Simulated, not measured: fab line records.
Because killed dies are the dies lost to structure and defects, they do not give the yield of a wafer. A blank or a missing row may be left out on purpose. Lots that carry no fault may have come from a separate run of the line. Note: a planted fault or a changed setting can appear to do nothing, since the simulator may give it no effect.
fab line records	flow sky130
[record] lots = 5	wafers = 15	last-day = 50
route steps=708 shown VIA1@467 METAL2@483
lots that met no fault: from a run of the same line without faults
start-h: start of the lot's first displayed wafer, in hours after the record's first day	wait-h: hours from the lot's prior step to this one	" repeats the value in the row above	L1.1+2: several wafers, shown together as one row	- no value, or no start given	* or withheld: withheld	< > ~ a bound
route shown NAME@n: names a module that has steps shown in the file, with the first one's number in the route	usual: the fault-free wafers' mean and standard deviation	same: alike in all rows	chamber/n: place in a boat	sites: per-site readings	_std_site: the values' standard deviation	_edge_site: mean of outer sites minus mean of inner sites	radius-mm: how far each site lies from the wafer's centre	mask NAME#n: copy n	behind: tool/chamber where the wafer was last shaped	hold: the reason the lot was held/the length of the hold in hours/how it ended	device: transistor that didn't switch, given as n, p or np	end of line: the route-end tests of the same wafers	for a step that has no rows: nothing shown but its recipe	killed: the dies lost at the first sort to structure and to defects; this is not the yield of the wafer	map: a wafer's dies, x killed, . not, _ none there
set.NAME: the setting that was run; set.NAME@STEP: the one run at that earlier step	model.NAME: the simulator's own value behind a step, which no gauge read
lots at some steps of the route; a table a step, a row a wafer
services: the hour from which a tool's chamber was out of use, counted from the record's first day as start-h (under 0 if before that day), plus the number of hours and why
[[steps]]
[step SKY_VIA1_EXPOSE_09]
[recipe] mask-id = VIM	na = 0.8	source-shape = annular	sigma-inner = 0.55	sigma-outer = 0.85	target-cd-nm = 150	dose-mj = 38
lot.wafer	tool	chamber	start-h	wait-h	mask
L075.3+5+6	krf-scanner-01	0	-	-	VIM#0
L080.2+4+6	krf-scanner-01	0	-	-	VIM#0
L086.2+5+6	krf-scanner-01	0	-	-	VIM#0
L088.3+5+6	krf-scanner-01	0	-	-	VIM#0
L096.1+3+5	krf-scanner-01	0	-	-	VIM#0
[step SKY_VIA1_PEB_10]
[recipe] peb-temp-c = withheld	peb-time-s = withheld	resist = KrF-thick
lot.wafer	tool	chamber	start-h	wait-h
L075.3+5+6	litho-track-03	0	-	-
L080.2+4+6	litho-track-03	0	-	-
L086.2+5+6	litho-track-02	0	-	-
L088.3+5+6	litho-track-01	0	-	-
L096.1+3+5	litho-track-03	0	-	-
[step SKY_VIA1_DEVELOP_11]
[recipe] develop-time-s = 60	resist = KrF-thick	dev-temp-c = 21
lot.wafer	tool	chamber	start-h	wait-h
L075.3+5+6	litho-track-03	0	-	-
L080.2+4+6	litho-track-03	0	-	-
L086.2+5+6	litho-track-02	0	-	-
L088.3+5+6	litho-track-01	0	-	-
L096.1+3+5	litho-track-03	0	-	-
[step SKY_VIA1_CD_MEAS_12]
[recipe] target-cd-nm = 150
[usual] cd-nm = 149.9/1.5
lot.wafer	tool	chamber	start-h	wait-h	cd-nm
L075.3	cd-sem-01	-	803.68	-	149.5
L075.5	"	-	"	"	150.1
L075.6	"	-	"	"	151.2
L080.2	cd-sem-01	-	842.61	-	148.9
L080.4	"	-	"	"	148.2
L080.6	"	-	"	"	151.0
L086.2	cd-sem-02	-	894.88	-	148.8
L086.5	"	-	"	"	147.8
L086.6	"	-	"	"	148.1
L088.3	cd-sem-02	-	898.88	-	149.5
L088.5	"	-	"	"	150.1
L088.6	"	-	"	"	148.9
L096.1	cd-sem-01	-	952.65	-	146.8
L096.3	"	-	"	"	149.4
L096.5	"	-	"	"	148.2
[step SKY_VIA1_OVL_MEAS_13]
[usual] VIA1_OVL = 3/4.6
lot.wafer	tool	chamber	start-h	wait-h	VIA1_OVL[nm]
L075.3	overlay-02	-	803.78	0.1	2
L075.5	"	-	"	"	2
L075.6	"	-	"	"	-4
L080.2	overlay-01	-	842.72	0.1	5
L080.4	"	-	"	"	2
L080.6	"	-	"	"	2
L086.2	overlay-01	-	894.99	0.1	2
L086.5	"	-	"	"	4
L086.6	"	-	"	"	2
L088.3	overlay-01	-	898.97	0.1	2
L088.5	"	-	"	"	6
L088.6	"	-	"	"	2
L096.1	overlay-02	-	952.77	0.1	9
L096.3	"	-	"	"	10
L096.5	"	-	"	"	5
[step SKY_VIA1_ETCH_14]
[recipe] chemistry = N2/H2	target = BARC	ion-energy-ev = 200	source-w = 500	bias-w = 100	pressure-mtorr = 30	n2-flow-sccm = 100	h2-flow-sccm = 200	stop-on = SiO2	time-s = 45.9	target-depth-a = 600
[usual] drypump-motor-current-A = 5.7/0.33	oes-product-au = 0.855/0.0053	throttle-valve-pct = 13.225/0.0095
lot.wafer	tool	chamber	start-h	wait-h	drypump-motor-current-A	oes-product-au	rf-hours-counter-h	throttle-valve-pct
L075.3	rie-diel-02	3	803.80	0.0	5.5	0.856	1	13.224
L075.5	"	2	"	"	5.3	0.854	-	13.229
L075.6	"	3	"	"	5.5	0.859	-	13.234
L080.2	rie-diel-04	2	842.75	0.0	5.2	0.854	8	13.225
L080.4	"	0	"	"	6.1	0.853	23	13.213
L080.6	"	1	"	"	6.0	0.860	-	13.212
L086.2	rie-diel-04	1	895.02	0.0	6.0	0.858	9	13.234
L086.5	"	0	"	"	6.2	0.866	-	13.247
L086.6	"	1	"	"	6.0	0.858	-	13.228
L088.3	rie-diel-01	1	899.00	0.0	6.1	0.861	5	13.226
L088.5	"	1	"	"	6.1	0.853	-	13.224
L088.6	"	2	"	"	5.8	0.859	-	13.217
L096.1	rie-diel-04	1	952.80	0.0	6.0	0.856	11	13.219
L096.3	"	2	"	"	5.2	0.847	13	13.221
L096.5	"	1	"	"	6.0	0.856	-	13.217
[step SKY_VIA1_ETCH_15]
[recipe] target = SiO2	chemistry = C4F8/O2/Ar	target-depth-nm = 351	stop-on = TiN	mask-material = KrF-thick	source-w = 1500	bias-w = 1200	pressure-mtorr = 40	c4f8-flow-sccm = withheld	O2_flow_sccm = 6	Ar_flow_sccm = 300	time-s = 54
[usual] oes-product-au = 0.981/0.0057
lot.wafer	tool	chamber	start-h	wait-h	oes-product-au	rf-hours-counter-h
L075.3	rie-diel-02	3	803.84	0.0	0.979	1
L075.5	"	2	"	"	0.982	-
L075.6	"	3	"	"	0.981	-
L080.2	rie-diel-04	2	842.79	0.0	0.982	8
L080.4	"	0	"	"	0.984	23
L080.6	"	1	"	"	0.975	-
L086.2	rie-diel-04	1	895.06	0.0	0.981	9
L086.5	"	0	"	"	0.997	-
L086.6	"	1	"	"	0.981	-
L088.3	rie-diel-01	1	899.04	0.0	0.984	5
L088.5	"	1	"	"	0.983	-
L088.6	"	2	"	"	0.983	-
L096.1	rie-diel-04	1	952.84	0.0	0.987	11
L096.3	"	2	"	"	0.985	13
L096.5	"	1	"	"	0.988	-
[step SKY_VIA1_STRIP_16]
[recipe] chemistry = O2/N2	power-w = 1400	pressure-mtorr = 1500	platen-temp-c = withheld	o2-flow-sccm = 3000	n2-flow-sccm = 300	overash-fraction = 0.5
[usual] drypump-motor-current-A = 5.9/0.38	oes-product-au = 0.416/0.0045	strip-time-to-endpoint-s = 4.453/0.023
lot.wafer	tool	chamber	start-h	wait-h	drypump-motor-current-A	oes-product-au	rf-hours-counter-h	strip-time-to-endpoint-s
L075.3	plasma-asher-01	1	803.92	0.1	5.7	0.422	-	4.493
L075.5	"	0	"	"	5.9	0.422	-	4.455
L075.6	"	1	"	"	5.6	0.414	-	4.490
L080.2	plasma-asher-03	0	842.84	0.0	5.6	0.418	73	4.466
L080.4	"	1	"	"	5.5	0.416	-	4.477
L080.6	"	1	"	"	5.5	0.413	-	4.466
L086.2	plasma-asher-02	0	895.11	0.0	6.6	0.416	46	4.468
L086.5	"	0	"	"	6.6	0.414	-	4.444
L086.6	"	1	"	"	6.1	0.414	-	4.456
L088.3	plasma-asher-01	1	899.12	0.1	5.6	0.416	-	4.437
L088.5	"	1	"	"	5.7	0.414	-	4.424
L088.6	"	0	"	"	5.8	0.422	-	4.422
L096.1	plasma-asher-02	1	952.89	0.0	6.1	0.413	51	4.452
L096.3	"	1	"	"	6.1	0.412	-	4.437
L096.5	"	1	"	"	6.1	0.420	-	4.466
[step SKY_VIA1_STRIP_17]
[recipe] chemistry = post-etch-residue-remover	time-s = 1200	temp-c = 72.5
[usual] bath-guard-temp-C = 72.5/0.53
lot.wafer	tool	chamber	start-h	wait-h	bath-guard-temp-C
L075.3	wet-bench-03	1	803.99	0.0	72.5
L075.5	"	1	"	"	72.4
L075.6	"	1	"	"	72.8
L080.2	wet-bench-03	2	842.94	0.1	73.1
L080.4	"	2	"	"	73.0
L080.6	"	2	"	"	72.7
L086.2	wet-bench-02	1	895.21	0.1	72.0
L086.5	"	1	"	"	72.4
L086.6	"	1	"	"	71.6
L088.3	wet-bench-03	1	899.19	0.0	73.0
L088.5	"	1	"	"	72.7
L088.6	"	1	"	"	72.6
L096.1	wet-bench-03	2	952.99	0.1	72.9
L096.3	"	2	"	"	72.9
L096.5	"	2	"	"	73.0
[step SKY_VIA1_CLEAN_18]
[recipe] chemistry = IPA	time-s = 180	temp-c = 25
lot.wafer	tool	chamber	start-h	wait-h
L075.3+5+6	wet-bench-02	0	804.33	0.0
L080.2+4+6	wet-bench-04	3	843.28	0.0
L086.2+5+6	wet-bench-03	2	895.55	0.0
L088.3+5+6	wet-bench-02	3	899.53	0.0
L096.1+3+5	wet-bench-03	3	953.33	0.0
[step SKY_VIA1_CLEAN_19]
[recipe] chemistry = O3/DIW	dry = n2-spin
lot.wafer	tool	chamber	start-h	wait-h
L075.3+5+6	wet-bench-04	3	804.39	0.0
L080.2+4+6	wet-bench-02	2	843.34	0.0
L086.2+5+6	wet-bench-03	0	895.61	0.0
L088.3+5+6	wet-bench-04	3	899.59	0.0
L096.1+3+5	wet-bench-04	3	953.63	0.2
[step SKY_VIA1_SPUTTER_20]
[recipe] material = TiN	target-thk-nm = 20	chamber-pressure-pa = 5	power-w = 4000	time-s = 80
[usual] throttle-valve-pct = 30.0/1.1
lot.wafer	tool	chamber	start-h	wait-h	throttle-valve-pct
L075.3	pvd-sputter-04	-	804.48	0.0	29.6
L075.5	"	-	"	"	29.5
L075.6	"	-	"	"	31.0
L080.2	pvd-sputter-01	-	843.43	0.0	30.8
L080.4	"	-	"	"	29.4
L080.6	"	-	"	"	28.4
L086.2	pvd-sputter-02	-	895.70	0.0	28.7
L086.5	"	-	"	"	29.0
L086.6	"	-	"	"	30.3
L088.3	pvd-sputter-01	-	899.68	0.0	28.3
L088.5	"	-	"	"	28.4
L088.6	"	-	"	"	29.0
L096.1	pvd-sputter-02	-	953.72	0.0	31.1
L096.3	"	-	"	"	30.2
L096.5	"	-	"	"	31.0
[step SKY_VIA1_CVD_21]
[recipe] material = W	target-thk-nm = 270	time-s = 80.902	temp-c = 400	pressure-torr = 40
[usual] chamber-pressure-Torr = 39.99/0.099	heater-power-w = 866/60
lot.wafer	tool	chamber	start-h	wait-h	chamber-pressure-Torr	heater-power-w
L075.3	cvd-w-01	0	804.57	0.1	40.14	840
L075.5	"	0	"	"	40.17	857
L075.6	"	1	"	"	40.06	946
L080.2	cvd-w-02	0	843.49	0.0	39.76	796
L080.4	"	1	"	"	39.90	895
L080.6	"	0	"	"	39.84	791
L086.2	cvd-w-02	1	895.76	0.0	39.97	897
L086.5	"	0	"	"	39.82	791
L086.6	"	1	"	"	40.09	885
L088.3	cvd-w-02	0	899.77	0.1	39.90	791
L088.5	"	0	"	"	39.91	798
L088.6	"	1	"	"	40.20	920
L096.1	cvd-w-02	1	953.78	0.0	40.17	914
L096.3	"	1	"	"	40.10	914
L096.5	"	0	"	"	40.03	789
[step SKY_VIA1_RS_MEAS_22]
[recipe] thk-meas-gauge = four-point-probe	reads = W_of_VIA1_CVD_21+TiN_of_VIA1_SPUTTER_20
[usual] VIA1_W_RS = 0.427/0.0049
lot.wafer	tool	chamber	start-h	wait-h	VIA1_W_RS[ohm/sq]
L075.3	film-metro-03	-	804.67	0.1	0.424
L075.5	"	-	"	"	0.427
L075.6	"	-	"	"	0.427
L080.2	film-metro-01	-	843.60	0.1	0.430
L080.4	"	-	"	"	0.427
L080.6	"	-	"	"	0.428
L086.2	film-metro-02	-	895.87	0.1	0.434
L086.5	"	-	"	"	0.431
L086.6	"	-	"	"	0.430
L088.3	film-metro-01	-	899.87	0.1	0.424
L088.5	"	-	"	"	0.425
L088.6	"	-	"	"	0.427
L096.1	film-metro-03	-	953.87	0.1	0.424
L096.3	"	-	"	"	0.428
L096.5	"	-	"	"	0.430
[step SKY_VIA1_THK_MEAS_23]
[recipe] thk-meas-gauge = xrf	reads = W_of_VIA1_CVD_21
[usual] VIA1_W_THK = 279/4.1
lot.wafer	tool	chamber	start-h	wait-h	VIA1_W_THK[nm]
L075.3	film-metro-03	-	804.77	0.1	283
L075.5	"	-	"	"	282
L075.6	"	-	"	"	278
L080.2	film-metro-01	-	843.71	0.1	276
L080.4	"	-	"	"	278
L080.6	"	-	"	"	277
L086.2	film-metro-02	-	895.98	0.1	277
L086.5	"	-	"	"	276
L086.6	"	-	"	"	279
L088.3	film-metro-01	-	899.97	0.1	281
L088.5	"	-	"	"	279
L088.6	"	-	"	"	279
L096.1	film-metro-03	-	953.99	0.1	284
L096.3	"	-	"	"	280
L096.5	"	-	"	"	278
[step SKY_VIA1_CMP_24]
[recipe] stop-on = SiO2	t-overpolish-s = 15	down-force-psi = 3.5	platen-rpm = 60	target-thk-nm = 0	pad-velocity-m-s = 0.94248
[usual] head-pressure-psi = 3.500/0.0074	motor-current-A = 11.8/1.2	overpolish-run-s = 15.001/0.009	time-to-endpoint-s = 65.0/2.7
lot.wafer	tool	chamber	start-h	wait-h	head-pressure-psi	motor-current-A	overpolish-run-s	time-to-endpoint-s
L075.3	cmp-01	3	804.91	0.1	3.501	12.6	15.005	64.1
L075.5	"	1	"	"	3.505	10.7	14.991	59.4
L075.6	"	2	"	"	3.501	14.6	15.014	65.7
L080.2	cmp-02	3	843.76	0.0	3.502	11.4	15.000	65.9
L080.4	"	0	"	"	3.503	9.8	15.002	64.9
L080.6	"	3	"	"	3.496	11.0	15.000	65.9
L086.2	cmp-01	2	896.08	0.1	3.492	14.3	14.997	64.4
L086.6	"	1	"	"	3.501	11.3	15.002	59.6
L086.5	"	2	"	"	3.509	13.1	15.010	64.2
L088.3	cmp-01	3	900.06	0.1	3.503	12.2	15.005	68.5
L088.5	"	2	"	"	3.504	13.5	15.010	68.3
L088.6	"	3	"	"	3.491	12.6	15.005	67.0
L096.3	cmp-01	3	954.17	0.1	3.505	11.9	15.010	63.6
L096.1	"	1	"	"	3.499	11.1	15.006	62.1
L096.5	"	3	"	"	3.495	11.8	15.000	62.0
[step SKY_METAL2_SPUTTER_00]
[recipe] material = Ti	target-thk-nm = 15	power-w = 3000	time-s = 10	chamber-pressure-pa = 0.4
[usual] throttle-valve-pct = 29.8/1
lot.wafer	tool	chamber	start-h	wait-h	throttle-valve-pct
L075.3	pvd-sputter-01	-	805.11	0.1	28.8
L075.5	"	-	"	"	28.4
L075.6	"	-	"	"	30.6
L080.2	pvd-sputter-02	-	844.06	0.2	31.7
L080.4	"	-	"	"	31.3
L080.6	"	-	"	"	28.8
L086.2	pvd-sputter-01	-	896.33	0.2	29.2
L086.5	"	-	"	"	30.8
L086.6	"	-	"	"	28.7
L088.3	pvd-sputter-02	-	900.31	0.2	31.2
L088.5	"	-	"	"	29.0
L088.6	"	-	"	"	31.6
L096.1	pvd-sputter-02	-	954.42	0.1	30.2
L096.3	"	-	"	"	31.4
L096.5	"	-	"	"	29.1
[step SKY_METAL2_SPUTTER_01]
[recipe] material = TiN	target-thk-nm = 20	power-w = 6500	time-s = 16.7	chamber-pressure-pa = 0.4
[usual] throttle-valve-pct = 29.7/1.1
lot.wafer	tool	chamber	start-h	wait-h	throttle-valve-pct
L075.3	pvd-sputter-01	-	805.14	0.0	28.4
L075.5	"	-	"	"	28.4
L075.6	"	-	"	"	30.8
L080.2	pvd-sputter-02	-	844.09	0.0	31.2
L080.4	"	-	"	"	31.2
L080.6	"	-	"	"	28.7
L086.2	pvd-sputter-01	-	896.36	0.0	29.4
L086.5	"	-	"	"	30.7
L086.6	"	-	"	"	28.3
L088.3	pvd-sputter-02	-	900.33	0.0	31.0
L088.5	"	-	"	"	29.0
L088.6	"	-	"	"	31.7
L096.1	pvd-sputter-02	-	954.44	0.0	30.6
L096.3	"	-	"	"	31.5
L096.5	"	-	"	"	28.8
[step SKY_METAL2_SPUTTER_02]
[recipe] material = AlCu	target-thk-nm = 250	power-w = 10600	time-s = 13.3	chamber-pressure-pa = 0.4
[usual] throttle-valve-pct = 29.8/1
lot.wafer	tool	chamber	start-h	wait-h	throttle-valve-pct
L075.3	pvd-sputter-01	-	805.16	0.0	28.5
L075.5	"	-	"	"	28.5
L075.6	"	-	"	"	30.8
L080.2	pvd-sputter-02	-	844.11	0.0	31.6
L080.4	"	-	"	"	30.8
L080.6	"	-	"	"	29.1
L086.2	pvd-sputter-01	-	896.38	0.0	29.2
L086.5	"	-	"	"	30.7
L086.6	"	-	"	"	28.6
L088.3	pvd-sputter-02	-	900.36	0.0	31.0
L088.5	"	-	"	"	28.7
L088.6	"	-	"	"	31.5
L096.1	pvd-sputter-02	-	954.47	0.0	30.4
L096.3	"	-	"	"	31.6
L096.5	"	-	"	"	28.9
[step SKY_METAL2_SPUTTER_03]
[recipe] material = Ti	target-thk-nm = 5	power-w = 3000	time-s = 3.3	chamber-pressure-pa = 0.4
[usual] throttle-valve-pct = 29.8/1
lot.wafer	tool	chamber	start-h	wait-h	throttle-valve-pct
L075.3	pvd-sputter-01	-	805.19	0.0	28.4
L075.5	"	-	"	"	28.7
L075.6	"	-	"	"	30.7
L080.2	pvd-sputter-02	-	844.14	0.0	31.6
L080.4	"	-	"	"	31.2
L080.6	"	-	"	"	29.1
L086.2	pvd-sputter-01	-	896.41	0.0	29.5
L086.5	"	-	"	"	30.5
L086.6	"	-	"	"	28.3
L088.3	pvd-sputter-02	-	900.38	0.0	31.0
L088.5	"	-	"	"	28.9
L088.6	"	-	"	"	31.6
L096.1	pvd-sputter-02	-	954.49	0.0	30.3
L096.3	"	-	"	"	31.7
L096.5	"	-	"	"	28.7
[step SKY_METAL2_SPUTTER_04]
[recipe] material = TiN	target-thk-nm = 70	power-w = 6500	time-s = 58.3	chamber-pressure-pa = 0.4
[usual] throttle-valve-pct = 29.8/1
lot.wafer	tool	chamber	start-h	wait-h	throttle-valve-pct
L075.3	pvd-sputter-01	-	805.20	0.0	28.6
L075.5	"	-	"	"	28.7
L075.6	"	-	"	"	30.7
L080.2	pvd-sputter-02	-	844.15	0.0	31.4
L080.4	"	-	"	"	31.4
L080.6	"	-	"	"	28.9
L086.2	pvd-sputter-01	-	896.43	0.0	29.2
L086.5	"	-	"	"	30.9
L086.6	"	-	"	"	28.3
L088.3	pvd-sputter-02	-	900.40	0.0	31.4
L088.5	"	-	"	"	28.8
L088.6	"	-	"	"	31.7
L096.1	pvd-sputter-02	-	954.51	0.0	30.1
L096.3	"	-	"	"	31.9
L096.5	"	-	"	"	28.9
[step SKY_METAL2_RS_MEAS_05]
[recipe] thk-meas-gauge = four-point-probe	reads = TiN_of_METAL2_SPUTTER_04+Ti_of_METAL2_SPUTTER_03+AlCu_of_METAL2_SPUTTER_02+TiN_of_METAL2_SPUTTER_01+Ti_of_METAL2_SPUTTER_00
[usual] METAL2_ALCU_RS = 0.1272/0.0014
lot.wafer	tool	chamber	start-h	wait-h	METAL2_ALCU_RS[ohm/sq]
L075.3	film-metro-03	-	805.29	0.1	0.1275
L075.5	"	-	"	"	0.1287
L075.6	"	-	"	"	0.1268
L080.2	film-metro-01	-	844.22	0.0	0.1276
L080.4	"	-	"	"	0.1264
L080.6	"	-	"	"	0.1263
L086.2	film-metro-04	-	896.49	0.0	0.1286
L086.5	"	-	"	"	0.1273
L086.6	"	-	"	"	0.1268
L088.3	film-metro-01	-	900.49	0.1	0.1293
L088.5	"	-	"	"	0.1283
L088.6	"	-	"	"	0.1297
L096.1	film-metro-01	-	954.56	0.0	0.1293
L096.3	"	-	"	"	0.1308
L096.5	"	-	"	"	0.1287
[step SKY_METAL2_THK_MEAS_06]
[recipe] thk-meas-gauge = xrf	reads = AlCu_of_METAL2_SPUTTER_02
[usual] METAL2_ALCU_THK = 250/3.1
lot.wafer	tool	chamber	start-h	wait-h	METAL2_ALCU_THK[nm]
L075.3	film-metro-03	-	805.39	0.1	248
L075.5	"	-	"	"	246
L075.6	"	-	"	"	248
L080.2	film-metro-01	-	844.33	0.1	249
L080.4	"	-	"	"	251
L080.6	"	-	"	"	252
L086.2	film-metro-04	-	896.60	0.1	247
L086.5	"	-	"	"	252
L086.6	"	-	"	"	250
L088.3	film-metro-01	-	900.59	0.1	246
L088.5	"	-	"	"	247
L088.6	"	-	"	"	246
L096.1	film-metro-01	-	954.68	0.1	245
L096.3	"	-	"	"	242
L096.5	"	-	"	"	247
[step SKY_METAL2_DEHYDRATE_07]
[recipe] temp-c = 200	time-s = 60
[usual] heater-power-total-W = 160.38/0.11
lot.wafer	tool	chamber	start-h	wait-h	heater-power-total-W
L075.3	litho-track-02	0	816.83	11.4	160.49
L075.5	"	0	"	"	160.37
L075.6	"	0	"	"	160.48
L080.2	litho-track-04	0	856.71	12.4	160.42
L080.4	"	0	"	"	160.33
L080.6	"	0	"	"	160.34
L086.2	litho-track-04	0	908.86	12.2	160.21
L086.5	"	0	"	"	160.43
L086.6	"	0	"	"	160.33
L088.3	litho-track-04	0	913.63	13.0	160.30
L088.5	"	0	"	"	160.27
L088.6	"	0	"	"	160.62
L096.1	litho-track-02	0	966.13	11.4	160.32
L096.3	"	0	"	"	160.46
L096.5	"	0	"	"	160.41
[step SKY_METAL2_HMDS_08]
[recipe] prime-time-s = 60	prime-temp-c = 120
lot.wafer	tool	chamber	start-h	wait-h
L075.3+5+6	litho-track-02	0	816.98	0.1
L080.2+4+6	litho-track-04	0	856.86	0.1
L086.2+5+6	litho-track-04	0	909.01	0.1
L088.3+5+6	litho-track-04	0	913.78	0.1
L096.1+3+5	litho-track-02	0	966.28	0.1
[step SKY_METAL2_COAT_09]
[recipe] resist = BARC	temp-c = withheld	time-s = withheld	spin-rpm = 3000	resist-thk-nm = 60
[usual] dispense-pressure-kPa = 50/3.5	spin-speed-rpm = 2999.8/1.7
lot.wafer	tool	chamber	start-h	wait-h	dispense-pressure-kPa	spin-speed-rpm
L075.3	litho-track-02	0	817.13	0.1	45	2999.6
L075.5	"	0	"	"	45	3000.3
L075.6	"	0	"	"	45	3000.2
L080.2	litho-track-04	0	857.01	0.1	54	2997.7
L080.4	"	0	"	"	54	2999.2
L080.6	"	0	"	"	54	3000.8
L086.2	litho-track-04	0	909.16	0.1	54	2998.6
L086.5	"	0	"	"	54	2998.4
L086.6	"	0	"	"	54	2999.7
L088.3	litho-track-04	0	913.93	0.1	54	3000.7
L088.5	"	0	"	"	54	2999.8
L088.6	"	0	"	"	54	3000.9
L096.1	litho-track-02	0	966.43	0.1	45	2998.4
L096.3	"	0	"	"	45	2996.8
L096.5	"	0	"	"	45	3000.5
[step SKY_METAL2_COAT_10]
[recipe] resist = KrF-thick	spin-rpm = 3000	resist-thk-nm = 450
[usual] dispense-pressure-kPa = 50/3.5	spin-speed-rpm = 3000.2/1.8
lot.wafer	tool	chamber	start-h	wait-h	dispense-pressure-kPa	spin-speed-rpm
L075.3	litho-track-02	0	-	-	45	3001.0
L075.5	"	0	"	"	45	2998.3
L075.6	"	0	"	"	45	2999.6
L080.2	litho-track-04	0	-	-	54	2999.1
L080.4	"	0	"	"	54	2998.2
L080.6	"	0	"	"	54	3001.8
L086.2	litho-track-04	0	-	-	54	3002.5
L086.5	"	0	"	"	54	3000.3
L086.6	"	0	"	"	54	3001.8
L088.3	litho-track-04	0	-	-	54	3000.5
L088.5	"	0	"	"	54	3002.7
L088.6	"	0	"	"	54	2999.8
L096.1	litho-track-02	0	-	-	45	3003.0
L096.3	"	0	"	"	45	3001.1
L096.5	"	0	"	"	45	3001.2
[step SKY_METAL2_SOFTBAKE_11]
[recipe] temp-c = 100	time-s = 90	resist = KrF-thick
[usual] heater-power-total-W = 57.36/0.12
lot.wafer	tool	chamber	start-h	wait-h	heater-power-total-W
L075.3	litho-track-02	0	-	-	57.45
L075.5	"	0	"	"	57.45
L075.6	"	0	"	"	57.27
L080.2	litho-track-04	0	-	-	57.24
L080.4	"	0	"	"	57.28
L080.6	"	0	"	"	57.40
L086.2	litho-track-04	0	-	-	57.43
L086.5	"	0	"	"	57.30
L086.6	"	0	"	"	57.37
L088.3	litho-track-04	0	-	-	57.28
L088.5	"	0	"	"	57.40
L088.6	"	0	"	"	57.13
L096.1	litho-track-02	0	-	-	57.58
L096.3	"	0	"	"	57.26
L096.5	"	0	"	"	57.22
[step SKY_METAL2_EXPOSE_12]
[recipe] mask-id = MM2	na = 0.8	source-shape = annular	sigma-inner = 0.55	sigma-outer = 0.85	target-cd-nm = 140	dose-mj = 28
lot.wafer	tool	chamber	start-h	wait-h	mask
L075.3+5+6	krf-scanner-01	0	-	-	MM2#0
L080.2+4+6	krf-scanner-02	0	-	-	MM2#0
L086.2+5+6	krf-scanner-02	0	-	-	MM2#0
L088.3+5+6	krf-scanner-02	0	-	-	MM2#0
L096.1+3+5	krf-scanner-01	0	-	-	MM2#0
[step SKY_METAL2_PEB_13]
[recipe] peb-temp-c = withheld	peb-time-s = withheld	resist = KrF-thick
lot.wafer	tool	chamber	start-h	wait-h
L075.3+5+6	litho-track-02	0	-	-
L080.2+4+6	litho-track-01	0	-	-
L086.2+5+6	litho-track-02	0	-	-
L088.3+5+6	litho-track-01	0	-	-
L096.1+3+5	litho-track-04	0	-	-
[step SKY_METAL2_DEVELOP_14]
[recipe] develop-time-s = 60	resist = KrF-thick	dev-temp-c = 21
lot.wafer	tool	chamber	start-h	wait-h
L075.3+5+6	litho-track-02	0	-	-
L080.2+4+6	litho-track-01	0	-	-
L086.2+5+6	litho-track-02	0	-	-
L088.3+5+6	litho-track-01	0	-	-
L096.1+3+5	litho-track-04	0	-	-
[[services]]
tool	chamber	start-h	hours	kind
krf-scanner-01	-	773.24	0.8	pm
krf-scanner-01	-	773.99	0.8	pm
cmp-01	-	782.50	1.8	repair
cvd-w-02	-	784.24	0.8	repair
pvd-sputter-02	-	785.77	3.3	repair
pvd-sputter-02	-	788.76	2.8	repair
pvd-sputter-01	-	794.86	1.2	repair
rie-diel-04	0	813.87	4.2	repair
rie-diel-04	1	814.40	4.0	repair
rie-diel-04	2	830.99	3.2	repair
krf-scanner-01	-	843.20	1.3	pm
rie-diel-04	0	853.94	8.6	repair
krf-scanner-01	-	855.15	0.2	repair
rie-diel-04	0	865.71	4.8	repair
krf-scanner-01	-	878.34	1.0	pm
krf-scanner-01	-	879.39	2.0	repair
wet-bench-02	-	903.86	77.1	repair
rie-diel-04	1	908.39	10.8	repair
krf-scanner-01	-	929.27	0.2	repair
krf-scanner-01	-	933.23	4.0	pm
krf-scanner-01	-	937.70	0.4	repair
rie-diel-04	0	938.29	20.2	repair
krf-scanner-01	-	941.75	0.8	pm
pvd-sputter-02	-	952.40	1.0	repair
[[key]]
fault none
